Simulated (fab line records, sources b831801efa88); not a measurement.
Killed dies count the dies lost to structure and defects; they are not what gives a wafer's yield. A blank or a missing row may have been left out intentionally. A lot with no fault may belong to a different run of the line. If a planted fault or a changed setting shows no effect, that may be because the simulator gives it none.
Matching of chambers / flow gf180mcu / GF_STI_ETCH_14 on rie si-01 has 4 sister chambers
The step etches Si in HBr/Cl2/O2, target depth 360 nm, time 102.9 s. 4 wafers are shown with their chamber, then 7 later ones without.

EACH WAFER AND ITS CHAMBER
wafer=L520.3; chamber=0; drypump motor current A (A)=4.9
wafer=L522.4; chamber=2; drypump motor current A (A)=5.8
wafer=L522.6; chamber=1; drypump motor current A (A)=5.5
wafer=L525.4; chamber=3; drypump motor current A (A)=5.8

WAFERS WHOSE CHAMBER IS MISSING
wafer=L525.6; drypump motor current A (A)=5.8
wafer=L533.1; drypump motor current A (A)=5.4
wafer=L533.4; drypump motor current A (A)=4.9
wafer=L533.6; drypump motor current A (A)=5.5
wafer=L535.1; drypump motor current A (A)=5.8
wafer=L535.2; drypump motor current A (A)=5.8
wafer=L535.5; drypump motor current A (A)=5.8

THE CHAMBER EACH PASSED THROUGH
wafer=L525.6; from the rows above=can't be placed: 2 or 3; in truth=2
wafer=L533.1; from the rows above=1; in truth=1
wafer=L533.4; from the rows above=0; in truth=0
wafer=L533.6; from the rows above=1; in truth=1
wafer=L535.1; from the rows above=can't be placed: 2 or 3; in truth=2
wafer=L535.2; from the rows above=can't be placed: 2 or 3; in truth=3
wafer=L535.5; from the rows above=can't be placed: 2 or 3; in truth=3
Correct placement for 3 of the 7. Not placeable from these rows: 4 (in 4, the candidates include the true chamber). 0 placed wrongly.
How it was worked out, from the rows above alone: a wafer's distance from a chamber is the root of the sum, over the readings, of the square of ((its reading less the chamber's mean) divided by the reading's scatter). If the next closest chamber is less than 2 further off than the closest, the wafer can't be placed; otherwise it belongs to the closest. Each chamber's mean is taken over the wafers shown for it. The scatter (one wafer shown for each chamber): square how far every hidden wafer sits from the nearest shown wafer, average those squares and take the square root.
